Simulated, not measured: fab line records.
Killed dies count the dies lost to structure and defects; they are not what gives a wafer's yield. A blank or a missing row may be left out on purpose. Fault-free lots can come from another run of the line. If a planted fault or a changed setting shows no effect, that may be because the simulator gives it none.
fab line records -- flow gf180mcu -- part 1 of 2: steps 1 to 26 of 35
[record] lots = 5, wafers = 15, lastDay = 34
route steps=602 shown M5@536 V5@540 TOP_METAL@567
lots untouched by any fault: they come from a run of this same line in which no faults occurred
startH: the number of hours between the record's first day and the start of the first shown wafer of the lot -- waitH: hours from the lot's prior step to this one -- " unchanged from the row above -- L1.1+2: a row that stands for several wafers -- - value missing, or start not given -- * or withheld: withheld -- < > ~ a bound
route shown NAME@n: a module of which the file shows steps, and the number in the route of the first -- usual: mean and standard deviation over wafers with no fault -- same: alike in all rows -- chamber/n: place in a boat -- sites: readings site by site -- _std_site: the values' standard deviation -- _edge_site: mean of outer sites minus mean of inner sites -- radiusMm: how far each site lies from the wafer's centre -- mask NAME#n: copy n -- behind: the tool/chamber that last shaped the wafer -- hold: why the lot was held/for how many hours/how that ended -- device: transistor that didn't switch, given as n, p or np -- end of line: at the end of the route, the tests of the same wafers -- for a step that has no rows: nothing shown but its recipe -- killed: not the wafer's yield, but the dies lost to structure and defects at the first sort -- map: dies across one wafer; x = killed, . = not, _ = none there
set.NAME: the run value of the setting; set.NAME@STEP: its run value at that earlier step -- model.NAME: the simulator's own value behind a step, which no gauge read
lots at selected steps of the route; one table per step, one row per wafer
services: from which hour (startH, from the record's first day; less than 0 if before it) a tool's chamber was out of use, for how many hours, and why
[[steps]]
[step GF_M5_METAL_ETCH_10]
[recipe] chemistry = Cl2/BCl3, maskMaterial = KrF, targetDepthNm = 750.8, stopOn = SiO2, pressureMtorr = 8, icpW = 800, biasW = 140, Cl2_flow_sccm = 80, bcl3FlowSccm = 40, timeS = 125.1
[usual] bcl3FlowSccm = 39.99/0.12, biasW = 140.0/0.41, drypumpMotorCurrentA = 5.96/0.29, oesProductAu = 0.990/0.0059, throttleValvePct = 28.231/0.01
lot.wafer,tool,chamber,startH,waitH,bcl3FlowSccm,biasW,drypumpMotorCurrentA,oesProductAu,rfHoursCounterH,throttleValvePct
L077.3,rieMetal-02,1,636.67,0.1,40.02,139.7,6.00,0.985,-,28.245
L077.4,rieMetal-02,0,636.67,0.1,39.92,140.5,5.52,0.988,-,28.240
L077.5,rieMetal-02,1,636.67,0.1,40.04,139.9,6.02,0.992,-,28.222
L088.2,rieMetal-03,1,718.50,0.0,40.07,139.6,5.68,0.998,14,28.248
L088.3,rieMetal-03,0,718.50,0.0,40.18,139.9,5.80,0.991,-,28.227
L088.5,rieMetal-03,0,718.50,0.0,39.90,139.5,5.82,0.988,-,28.231
L091.3,rieMetal-01,0,732.16,0.1,40.10,139.9,6.01,0.992,-,28.247
L091.5,rieMetal-01,1,732.16,0.1,39.92,140.0,6.42,0.992,-,28.232
L091.6,rieMetal-01,0,732.16,0.1,40.01,140.2,6.00,0.981,-,28.232
L093.1,rieMetal-02,0,751.22,0.0,40.11,139.9,5.56,0.996,15,28.225
L093.2,rieMetal-02,1,751.22,0.0,40.05,140.3,6.00,0.988,5,28.223
L093.5,rieMetal-02,1,751.22,0.0,40.00,139.8,6.01,0.997,-,28.242
L095.3,rieMetal-03,0,752.88,0.1,40.01,139.4,5.81,0.985,-,28.228
L095.4,rieMetal-03,1,752.88,0.1,40.10,139.7,5.69,0.997,-,28.220
L095.5,rieMetal-03,0,752.88,0.1,39.93,140.2,5.81,0.990,-,28.226
[step GF_M5_STRIP_11]
[recipe] chemistry = O2/N2, powerW = 1400, pressureMtorr = 1500, platenTempC = 250, o2FlowSccm = 3000, n2FlowSccm = 300, overashFraction = 0.5
[usual] drypumpMotorCurrentA = 5.9/0.58, heaterPowerW = 325/12, oesProductAu = 0.524/0.0047, stripTimeToEndpointS = 7.04/0.044
lot.wafer,tool,chamber,startH,waitH,drypumpMotorCurrentA,heaterPowerW,oesProductAu,rfHoursCounterH,stripTimeToEndpointS
L077.3,plasmaAsher-04,0,636.79,0.1,5.7,323,0.529,-,7.11
L077.4,plasmaAsher-04,1,636.79,0.1,4.9,324,0.524,-,7.09
L077.5,plasmaAsher-04,0,636.79,0.1,5.7,332,0.519,-,7.05
L088.2,plasmaAsher-04,1,718.63,0.1,4.9,320,0.527,111,7.06
L088.3,plasmaAsher-04,0,718.63,0.1,5.7,329,0.521,-,7.01
L088.5,plasmaAsher-04,1,718.63,0.1,4.9,328,0.520,-,7.05
L091.3,plasmaAsher-03,1,732.27,0.1,6.6,334,0.529,-,7.07
L091.5,plasmaAsher-03,1,732.27,0.1,6.6,336,0.527,-,7.08
L091.6,plasmaAsher-03,0,732.27,0.1,5.5,331,0.520,-,7.10
L093.1,plasmaAsher-03,0,751.35,0.1,5.5,333,0.526,100,7.01
L093.2,plasmaAsher-03,1,751.35,0.1,6.6,334,0.524,100,7.01
L093.5,plasmaAsher-03,1,751.35,0.1,6.6,325,0.518,-,7.06
L095.3,plasmaAsher-02,0,753.00,0.1,6.6,318,0.520,-,6.98
L095.4,plasmaAsher-02,1,753.00,0.1,5.5,299,0.514,-,6.94
L095.5,plasmaAsher-02,1,753.00,0.1,5.5,303,0.523,-,7.00
[step GF_M5_STRIP_12]
[recipe] chemistry = postEtchResidueRemover, timeS = 1200, tempC = 72.5
lot.wafer,tool,chamber,startH,waitH
L077.3+4+5,wetBench-04,1,636.85,0.0
L088.2+3+5,wetBench-01,0,718.73,0.1
L091.3+5+6,wetBench-04,0,732.34,0.0
L093.1+2+5,wetBench-04,1,751.45,0.1
L095.3+4+5,wetBench-01,3,753.06,0.0
[step GF_M5_CLEAN_13]
[recipe] chemistry = DIW, dry = n2Spin
lot.wafer,tool,chamber,startH,waitH
L077.3+4+5,wetBench-01,1,637.19,0.0
L088.2+3+5,wetBench-03,2,719.07,0.0
L091.3+5+6,wetBench-01,1,732.68,0.0
L093.1+2+5,wetBench-03,2,751.82,0.0
L095.3+4+5,wetBench-04,2,753.40,0.0
[step GF_V5_CVD_00]
[recipe] material = SiO2, targetThkNm = 300, sigmaOpenFrac = 0.3, tempC = 400, timeS = 50, sih4FlowSccm = 60, pressureMtorr = 6
lot.wafer,tool,chamber,startH,waitH
L077.3+4+5,hdpcvd-02,"1,0,2",637.29,0.0
L088.2+3+5,hdpcvd-01,"0,1,0",719.17,0.0
L091.3+5+6,hdpcvd-01,"1,2,0",732.77,0.0
L093.1+2+5,hdpcvd-01,"2,1,2",752.01,0.0
L095.3+4+5,hdpcvd-01,"0,1,2",753.50,0.0
[step GF_V5_THK_MEAS_01]
[recipe] reads = SiO2_of_V5_CVD_00
[usual] V5_CVD_00_THK = 301/3
lot.wafer,tool,chamber,startH,waitH,V5_CVD_00_THK[nm]
L077.3,filmMetro-04,-,637.35,0.0,298
L077.4,filmMetro-04,-,637.35,0.0,296
L077.5,filmMetro-04,-,637.35,0.0,297
L088.2,filmMetro-04,-,719.22,0.0,297
L088.3,filmMetro-04,-,719.22,0.0,300
L088.5,filmMetro-04,-,719.22,0.0,295
L091.3,filmMetro-01,-,732.84,0.0,302
L091.5,filmMetro-01,-,732.84,0.0,305
L091.6,filmMetro-01,-,732.84,0.0,300
L093.1,filmMetro-01,-,752.05,0.0,299
L093.2,filmMetro-01,-,752.05,0.0,300
L093.5,filmMetro-01,-,752.05,0.0,299
L095.3,filmMetro-02,-,753.57,0.0,295
L095.4,filmMetro-02,-,753.57,0.0,298
L095.5,filmMetro-02,-,753.57,0.0,302
[step GF_V5_CVD_02]
[recipe] material = SiO2, targetThkNm = 1450, precursor = TEOS, tempC = 400, timeS = 163.28, rfW = 600
[usual] heaterPowerW = 653/120
lot.wafer,tool,chamber,startH,waitH,heaterPowerW
L077.3,pecvd-01,2,637.39,0.0,572
L077.4,pecvd-01,2,637.39,0.0,459
L077.5,pecvd-01,1,637.39,0.0,646
L088.2,pecvd-01,0,719.27,0.0,566
L088.3,pecvd-01,1,719.27,0.0,589
L088.5,pecvd-01,2,719.27,0.0,456
L091.3,pecvd-04,2,732.88,0.0,616
L091.5,pecvd-04,1,732.88,0.0,625
L091.6,pecvd-04,0,732.88,0.0,572
L093.1,pecvd-03,1,752.11,0.1,695
L093.2,pecvd-03,0,752.11,0.1,781
L093.5,pecvd-03,2,752.11,0.1,687
L095.3,pecvd-04,0,753.61,0.0,560
L095.4,pecvd-04,2,753.61,0.0,510
L095.5,pecvd-04,1,753.61,0.0,515
[step GF_V5_THK_MEAS_03]
[recipe] reads = SiO2_of_V5_CVD_02
[usual] V5_CVD_02_THK = 1446/22
lot.wafer,tool,chamber,startH,waitH,V5_CVD_02_THK[nm]
L077.3,filmMetro-01,-,637.52,0.1,1434
L077.4,filmMetro-01,-,637.52,0.1,1455
L077.5,filmMetro-01,-,637.52,0.1,1446
L088.2,filmMetro-02,-,719.39,0.1,1421
L088.3,filmMetro-02,-,719.39,0.1,1448
L088.5,filmMetro-02,-,719.39,0.1,1478
L091.3,filmMetro-01,-,733.01,0.1,1460
L091.5,filmMetro-01,-,733.01,0.1,1472
L091.6,filmMetro-01,-,733.01,0.1,1472
L093.1,filmMetro-01,-,752.22,0.1,1425
L093.2,filmMetro-01,-,752.22,0.1,1434
L093.5,filmMetro-01,-,752.22,0.1,1437
L095.3,filmMetro-04,-,753.76,0.1,1432
L095.4,filmMetro-04,-,753.76,0.1,1435
L095.5,filmMetro-04,-,753.76,0.1,1441
[step GF_V5_CMP_04]
[recipe] material = SiO2, downForcePsi = 4, platenRpm = 60, padVelocityMS = 0.94248
[usual] motorCurrentA = 11.7/1.2
lot.wafer,tool,chamber,startH,waitH,motorCurrentA
L077.4,cmp-01,1,637.61,0.1,13.8
L077.3,cmp-01,2,637.61,0.1,11.2
L077.5,cmp-01,0,637.61,0.1,12.8
L088.3,cmp-01,0,719.49,0.1,12.9
L088.2,cmp-01,2,719.49,0.1,11.2
L088.5,cmp-01,3,719.49,0.1,10.3
L091.3,cmp-02,2,733.15,0.1,13.1
L091.6,cmp-02,0,733.15,0.1,11.4
L091.5,cmp-02,1,733.15,0.1,10.2
L093.1,cmp-01,2,752.33,0.1,11.8
L093.2,cmp-01,0,752.33,0.1,12.5
L093.5,cmp-01,2,752.33,0.1,11.9
L095.3,cmp-02,0,753.80,0.0,11.2
L095.4,cmp-02,1,753.80,0.0,10.1
L095.5,cmp-02,1,753.80,0.0,10.4
[step GF_V5_BOW_MEAS_05]
[recipe] mode = bow
[usual] V5_BOW = 133/9.2
lot.wafer,tool,chamber,startH,waitH,V5_BOW[um]
L077.3,filmMetro-04,-,637.90,0.2,142
L077.4,filmMetro-04,-,637.90,0.2,151
L077.5,filmMetro-04,-,637.90,0.2,152
L088.2,filmMetro-01,-,719.76,0.1,134
L088.3,filmMetro-01,-,719.76,0.1,119
L088.5,filmMetro-01,-,719.76,0.1,122
L091.3,filmMetro-01,-,733.39,0.2,150
L091.5,filmMetro-01,-,733.39,0.2,133
L091.6,filmMetro-01,-,733.39,0.2,149
L093.1,filmMetro-04,-,752.58,0.2,130
L093.2,filmMetro-04,-,752.58,0.2,134
L093.5,filmMetro-04,-,752.58,0.2,129
L095.3,filmMetro-02,-,754.14,0.3,132
L095.4,filmMetro-02,-,754.14,0.3,133
L095.5,filmMetro-02,-,754.14,0.3,130
[step GF_V5_DEHYDRATE_06]
[recipe] tempC = 200, timeS = 60
[usual] exhaustPa = 45.0/0.83
lot.wafer,tool,chamber,startH,waitH,exhaustPa
L077.3,lithoTrack-01,0,647.75,9.8,45.4
L077.4,lithoTrack-01,0,647.75,9.8,46.0
L077.5,lithoTrack-01,0,647.75,9.8,45.5
L088.2,lithoTrack-02,0,727.90,8.1,45.3
L088.3,lithoTrack-02,0,727.90,8.1,44.5
L088.5,lithoTrack-02,0,727.90,8.1,44.2
L091.3,lithoTrack-01,0,741.60,8.2,45.4
L091.5,lithoTrack-01,0,741.60,8.2,45.1
L091.6,lithoTrack-01,0,741.60,8.2,45.3
L093.1,lithoTrack-04,0,760.29,7.7,46.8
L093.2,lithoTrack-04,0,760.29,7.7,45.7
L093.5,lithoTrack-04,0,760.29,7.7,46.3
L095.3,lithoTrack-01,0,761.90,7.7,44.2
L095.4,lithoTrack-01,0,761.90,7.7,45.0
L095.5,lithoTrack-01,0,761.90,7.7,43.7
[step GF_V5_HMDS_07]
[recipe] primeTimeS = 60, primeTempC = 120
[usual] exhaustPa = 45.0/0.86, primeTempC = 119.97/0.14
lot.wafer,tool,chamber,startH,waitH,exhaustPa,primeTempC
L077.3,lithoTrack-01,0,647.90,0.1,45.0,120.10
L077.4,lithoTrack-01,0,647.90,0.1,45.2,119.96
L077.5,lithoTrack-01,0,647.90,0.1,44.3,119.87
L088.2,lithoTrack-02,0,728.05,0.1,45.7,119.72
L088.3,lithoTrack-02,0,728.05,0.1,45.7,119.97
L088.5,lithoTrack-02,0,728.05,0.1,46.1,119.80
L091.3,lithoTrack-01,0,741.75,0.1,46.5,119.92
L091.5,lithoTrack-01,0,741.75,0.1,47.4,119.81
L091.6,lithoTrack-01,0,741.75,0.1,47.2,119.96
L093.1,lithoTrack-04,0,760.44,0.1,45.3,119.95
L093.2,lithoTrack-04,0,760.44,0.1,44.7,120.00
L093.5,lithoTrack-04,0,760.44,0.1,44.9,120.04
L095.3,lithoTrack-01,0,762.05,0.1,44.6,120.11
L095.4,lithoTrack-01,0,762.05,0.1,44.2,119.94
L095.5,lithoTrack-01,0,762.05,0.1,45.2,119.75
[step GF_V5_COAT_08]
[recipe] resist = BARC, tempC = withheld, timeS = withheld, spinRpm = withheld, resistThkNm = withheld
[usual] dispensePressureKPa = 51/3.9, exhaustPa = 45.0/1.1
lot.wafer,tool,chamber,startH,waitH,dispensePressureKPa,exhaustPa
L077.3,lithoTrack-01,0,648.05,0.1,46,45.4
L077.4,lithoTrack-01,0,648.05,0.1,46,45.8
L077.5,lithoTrack-01,0,648.05,0.1,46,45.8
L088.2,lithoTrack-02,0,728.20,0.1,49,42.7
L088.3,lithoTrack-02,0,728.20,0.1,49,42.1
L088.5,lithoTrack-02,0,728.20,0.1,49,44.5
L091.3,lithoTrack-01,0,741.90,0.1,46,45.9
L091.5,lithoTrack-01,0,741.90,0.1,46,44.2
L091.6,lithoTrack-01,0,741.90,0.1,46,44.1
L093.1,lithoTrack-04,0,760.59,0.1,55,43.5
L093.2,lithoTrack-04,0,760.59,0.1,55,44.6
L093.5,lithoTrack-04,0,760.59,0.1,55,43.6
L095.3,lithoTrack-01,0,762.20,0.1,46,45.0
L095.4,lithoTrack-01,0,762.20,0.1,46,44.2
L095.5,lithoTrack-01,0,762.20,0.1,46,45.2
[step GF_V5_COAT_09]
[recipe] resist = KrF, spinRpm = withheld, resistThkNm = 1000
[usual] dispensePressureKPa = 51/3.9, exhaustPa = 45.2/0.85
lot.wafer,tool,chamber,startH,waitH,dispensePressureKPa,exhaustPa
L077.3,lithoTrack-01,0,-,-,46,45.5
L077.4,lithoTrack-01,0,-,-,46,46.0
L077.5,lithoTrack-01,0,-,-,46,46.6
L088.2,lithoTrack-02,0,-,-,49,45.3
L088.3,lithoTrack-02,0,-,-,49,44.4
L088.5,lithoTrack-02,0,-,-,49,45.5
L091.3,lithoTrack-01,0,-,-,46,45.1
L091.5,lithoTrack-01,0,-,-,46,44.7
L091.6,lithoTrack-01,0,-,-,46,43.7
L093.1,lithoTrack-04,0,-,-,55,45.5
L093.2,lithoTrack-04,0,-,-,55,44.9
L093.5,lithoTrack-04,0,-,-,55,44.2
L095.3,lithoTrack-01,0,-,-,46,45.0
L095.4,lithoTrack-01,0,-,-,46,45.2
L095.5,lithoTrack-01,0,-,-,46,44.6
[step GF_V5_SOFTBAKE_10]
[recipe] tempC = 130, timeS = 60, resist = KrF
[usual] exhaustPa = 45.0/0.86
lot.wafer,tool,chamber,startH,waitH,exhaustPa
L077.3,lithoTrack-01,0,-,-,45.1
L077.4,lithoTrack-01,0,-,-,44.3
L077.5,lithoTrack-01,0,-,-,44.3
L088.2,lithoTrack-02,0,-,-,44.8
L088.3,lithoTrack-02,0,-,-,46.8
L088.5,lithoTrack-02,0,-,-,46.0
L091.3,lithoTrack-01,0,-,-,45.5
L091.5,lithoTrack-01,0,-,-,46.0
L091.6,lithoTrack-01,0,-,-,46.6
L093.1,lithoTrack-04,0,-,-,46.0
L093.2,lithoTrack-04,0,-,-,45.7
L093.5,lithoTrack-04,0,-,-,44.0
L095.3,lithoTrack-01,0,-,-,45.3
L095.4,lithoTrack-01,0,-,-,46.0
L095.5,lithoTrack-01,0,-,-,45.4
[step GF_V5_EXPOSE_11]
[recipe] maskId = Via5, targetCdNm = 260, na = 0.68, sourceShape = conventional, sigmaOuter = 0.6, doseMj = 38
lot.wafer,tool,chamber,startH,waitH,mask
L077.3+4+5,krfScanner-01,0,-,-,Via5#0
L088.2+3+5,krfScanner-01,0,-,-,Via5#0
L091.3+5+6,krfScanner-01,0,-,-,Via5#0
L093.1+2+5,krfScanner-01,0,-,-,Via5#0
L095.3+4+5,krfScanner-01,0,-,-,Via5#0
[step GF_V5_PEB_12]
[recipe] pebTempC = 135, pebTimeS = 90, resist = KrF
[usual] exhaustPa = 45.0/0.92
lot.wafer,tool,chamber,startH,waitH,exhaustPa
L077.3,lithoTrack-04,0,-,-,46.3
L077.4,lithoTrack-04,0,-,-,46.3
L077.5,lithoTrack-04,0,-,-,46.0
L088.2,lithoTrack-04,0,-,-,45.6
L088.3,lithoTrack-04,0,-,-,45.5
L088.5,lithoTrack-04,0,-,-,42.9
L091.3,lithoTrack-02,0,-,-,45.3
L091.5,lithoTrack-02,0,-,-,45.3
L091.6,lithoTrack-02,0,-,-,44.7
L093.1,lithoTrack-04,0,-,-,45.0
L093.2,lithoTrack-04,0,-,-,44.8
L093.5,lithoTrack-04,0,-,-,46.3
L095.3,lithoTrack-04,0,-,-,45.9
L095.4,lithoTrack-04,0,-,-,43.9
L095.5,lithoTrack-04,0,-,-,44.9
[step GF_V5_DEVELOP_13]
[recipe] developTimeS = 60, resist = KrF, devTempC = 21
[usual] developerTempC = 21.03/0.1, exhaustPa = 45.0/0.93
[same] developTimeS = 60
lot.wafer,tool,chamber,startH,waitH,developerTempC,exhaustPa
L077.3,lithoTrack-04,0,657.39,0.1,21.20,46.5
L077.4,lithoTrack-04,0,657.39,0.1,21.20,44.7
L077.5,lithoTrack-04,0,657.39,0.1,20.96,45.1
L088.2,lithoTrack-04,0,737.07,0.2,20.99,46.3
L088.3,lithoTrack-04,0,737.07,0.2,21.07,46.2
L088.5,lithoTrack-04,0,737.07,0.2,21.18,45.0
L091.3,lithoTrack-02,0,750.52,0.1,21.02,44.5
L091.5,lithoTrack-02,0,750.52,0.1,21.10,44.5
L091.6,lithoTrack-02,0,750.52,0.1,20.96,45.6
L093.1,lithoTrack-04,0,768.79,0.2,21.01,46.4
L093.2,lithoTrack-04,0,768.79,0.2,21.09,45.4
L093.5,lithoTrack-04,0,768.79,0.2,21.08,46.7
L095.3,lithoTrack-04,0,770.54,0.1,21.03,45.4
L095.4,lithoTrack-04,0,770.54,0.1,21.20,45.3
L095.5,lithoTrack-04,0,770.54,0.1,21.11,45.3
[step GF_V5_CD_MEAS_14]
[recipe] targetCdNm = 260
[usual] cdNm = 260.4/1.2
lot.wafer,tool,chamber,startH,waitH,cdNm
L077.3,cdSem-01,-,657.53,0.1,260.4
L077.4,cdSem-01,-,657.53,0.1,260.6
L077.5,cdSem-01,-,657.53,0.1,260.5
L088.2,cdSem-02,-,737.21,0.1,260.3
L088.3,cdSem-02,-,737.21,0.1,259.8
L088.5,cdSem-02,-,737.21,0.1,260.2
L091.3,cdSem-01,-,750.66,0.1,262.0
L091.5,cdSem-01,-,750.66,0.1,262.0
L091.6,cdSem-01,-,750.66,0.1,262.3
L093.1,cdSem-02,-,768.94,0.1,261.2
L093.2,cdSem-02,-,768.94,0.1,260.6
L093.5,cdSem-02,-,768.94,0.1,261.9
L095.3,cdSem-02,-,770.68,0.1,260.1
L095.4,cdSem-02,-,770.68,0.1,259.4
L095.5,cdSem-02,-,770.68,0.1,259.1
[step GF_V5_OVL_MEAS_15]
[usual] V5_OVL = -4/5.8
lot.wafer,tool,chamber,startH,waitH,V5_OVL[nm]
L077.3,overlay-02,-,657.63,0.1,-3
L077.4,overlay-02,-,657.63,0.1,-2
L077.5,overlay-02,-,657.63,0.1,-5
L088.2,overlay-02,-,737.32,0.1,-9
L088.3,overlay-02,-,737.32,0.1,-10
L088.5,overlay-02,-,737.32,0.1,-9
L091.3,overlay-01,-,750.76,0.1,-8
L091.5,overlay-01,-,750.76,0.1,1
L091.6,overlay-01,-,750.76,0.1,0
L093.1,overlay-02,-,769.06,0.1,2
L093.2,overlay-02,-,769.06,0.1,2
L093.5,overlay-02,-,769.06,0.1,3
L095.3,overlay-02,-,770.77,0.1,-9
L095.4,overlay-02,-,770.77,0.1,-10
L095.5,overlay-02,-,770.77,0.1,-7
[step GF_V5_ETCH_16]
[recipe] chemistry = N2/H2, targetDepthA = withheld, overetchA = withheld, timeS = withheld, target = BARC, ionEnergyEv = 200, sourceW = 500, biasW = 100, pressureMtorr = 30, n2FlowSccm = 100, h2FlowSccm = 200
[usual] biasW = 99.97/0.29, drypumpMotorCurrentA = 5.8/0.4, oesProductAu = 0.854/0.0047, throttleValvePct = 13.225/0.0095
lot.wafer,tool,chamber,startH,waitH,biasW,drypumpMotorCurrentA,oesProductAu,throttleValvePct
L077.3,rieDiel-04,1,657.65,0.0,100.16,5.4,0.855,13.210
L077.4,rieDiel-04,2,657.65,0.0,99.64,6.3,0.859,13.236
L077.5,rieDiel-04,1,657.65,0.0,99.59,5.4,0.861,13.227
L088.2,rieDiel-02,2,737.35,0.0,99.97,5.9,0.857,13.245
L088.3,rieDiel-02,1,737.35,0.0,100.35,5.7,0.852,13.230
L088.5,rieDiel-02,3,737.35,0.0,99.94,5.1,0.856,13.233
L091.3,rieDiel-01,2,750.78,0.0,99.92,6.0,0.851,13.249
L091.5,rieDiel-01,0,750.78,0.0,100.43,6.5,0.855,13.228
L091.6,rieDiel-01,3,750.78,0.0,99.89,5.6,0.850,13.215
L093.1,rieDiel-04,1,769.10,0.0,100.20,5.4,0.862,13.225
L093.2,rieDiel-04,0,769.10,0.0,99.98,5.7,0.857,13.231
L093.5,rieDiel-04,2,769.10,0.0,99.61,6.3,0.847,13.220
L095.3,rieDiel-04,1,770.80,0.0,100.05,5.4,0.850,13.234
L095.4,rieDiel-04,0,770.80,0.0,100.04,5.7,0.855,13.215
L095.5,rieDiel-04,3,770.80,0.0,99.94,5.7,0.857,13.224
[step GF_V5_ETCH_17]
[recipe] chemistry = C4F8/O2/Ar, maskMaterial = KrF, target = SiO2, stopOn = TiN, sourceW = 1500, biasW = 1200, pressureMtorr = 40, c4f8FlowSccm = withheld, O2_flow_sccm = 6, Ar_flow_sccm = 300, timeS = withheld, targetDepthA = 8550
[usual] biasW = 1200/3.4, oesProductAu = 0.860/0.0043
lot.wafer,tool,chamber,startH,waitH,biasW,oesProductAu
L077.3,rieDiel-04,1,-,-,1200,0.855
L077.4,rieDiel-04,2,-,-,1197,0.859
L077.5,rieDiel-04,1,-,-,1194,0.858
L088.2,rieDiel-02,2,-,-,1197,0.862
L088.3,rieDiel-02,1,-,-,1194,0.866
L088.5,rieDiel-02,3,-,-,1197,0.862
L091.3,rieDiel-01,2,-,-,1201,0.860
L091.5,rieDiel-01,0,-,-,1191,0.862
L091.6,rieDiel-01,3,-,-,1201,0.862
L093.1,rieDiel-04,1,-,-,1195,0.856
L093.2,rieDiel-04,0,-,-,1200,0.860
L093.5,rieDiel-04,2,-,-,1199,0.863
L095.3,rieDiel-04,1,-,-,1197,0.852
L095.4,rieDiel-04,0,-,-,1203,0.854
L095.5,rieDiel-04,3,-,-,1198,0.858
[step GF_V5_STRIP_18]
[recipe] chemistry = O2/N2, powerW = 1400, pressureMtorr = 1500, platenTempC = 250, o2FlowSccm = 3000, n2FlowSccm = 300, overashFraction = 0.5
[usual] drypumpMotorCurrentA = 5.7/0.53, heaterPowerW = 327/14, oesProductAu = 0.568/0.005
lot.wafer,tool,chamber,startH,waitH,drypumpMotorCurrentA,heaterPowerW,oesProductAu,rfHoursCounterH
L077.3,plasmaAsher-01,0,657.84,-,5.3,310,0.562,-
L077.4,plasmaAsher-01,1,657.84,-,5.3,343,0.574,-
L077.5,plasmaAsher-01,1,657.84,-,5.3,343,0.566,-
L088.2,plasmaAsher-02,1,737.50,-,5.5,297,0.563,26
L088.3,plasmaAsher-02,1,737.50,-,5.5,304,0.563,-
L088.5,plasmaAsher-02,1,737.50,-,5.5,309,0.576,-
L091.3,plasmaAsher-02,1,750.97,-,5.5,307,0.561,-
L091.5,plasmaAsher-02,0,750.97,-,6.6,314,0.563,-
L091.6,plasmaAsher-02,1,750.97,-,5.5,310,0.576,-
L093.1,plasmaAsher-03,0,769.25,-,5.5,328,0.576,102
L093.2,plasmaAsher-03,1,769.25,-,6.6,336,0.561,102
L093.5,plasmaAsher-03,1,769.25,-,6.6,330,0.562,-
L095.3,plasmaAsher-01,1,770.98,-,5.3,340,0.568,-
L095.4,plasmaAsher-01,0,770.98,-,5.3,315,0.565,-
L095.5,plasmaAsher-01,1,770.98,-,5.3,342,0.564,-
[step GF_V5_STRIP_19]
[recipe] chemistry = postEtchResidueRemover, timeS = 1200, tempC = 72.5
lot.wafer,tool,chamber,startH,waitH
L077.3+4+5,wetBench-02,3,657.90,0.0
L088.2+3+5,wetBench-03,2,737.60,0.1
L091.3+5+6,wetBench-03,1,751.03,0.0
L093.1+2+5,wetBench-01,0,769.35,0.1
L095.3+4+5,wetBench-02,2,771.05,0.0
[step GF_V5_CLEAN_20]
[recipe] chemistry = DIW, dry = n2Spin
lot.wafer,tool,chamber,startH,waitH
L077.3+4+5,wetBench-03,2,658.24,0.0
L088.2+3+5,wetBench-02,2,737.94,0.0
L091.3+5+6,wetBench-01,3,751.72,0.0
L093.1+2+5,wetBench-03,2,769.72,0.0
L095.3+4+5,wetBench-01,3,771.42,0.0
[step GF_V5_SPUTTER_21]
[recipe] material = Ti, targetThkNm = 15, chamberPressurePa = 5, powerW = 2500, substrateTempC = 200, timeS = 80.02
[usual] throttleValvePct = 29.9/1.1
lot.wafer,tool,chamber,startH,waitH,throttleValvePct
L077.3,pvdSputter-03,-,658.34,0.0,30.6
L077.4,pvdSputter-03,-,658.34,0.0,30.1
L077.5,pvdSputter-03,-,658.34,0.0,30.6
L088.2,pvdSputter-04,-,738.04,0.0,29.7
L088.3,pvdSputter-04,-,738.04,0.0,28.5
L088.5,pvdSputter-04,-,738.04,0.0,28.7
L091.3,pvdSputter-02,-,751.90,0.0,31.6
L091.5,pvdSputter-02,-,751.90,0.0,30.3
L091.6,pvdSputter-02,-,751.90,0.0,28.9
L093.1,pvdSputter-04,-,769.82,0.0,28.4
L093.2,pvdSputter-04,-,769.82,0.0,29.7
L093.5,pvdSputter-04,-,769.82,0.0,29.8
L095.3,pvdSputter-04,-,771.53,0.0,28.6
L095.4,pvdSputter-04,-,771.53,0.0,28.4
L095.5,pvdSputter-04,-,771.53,0.0,29.6
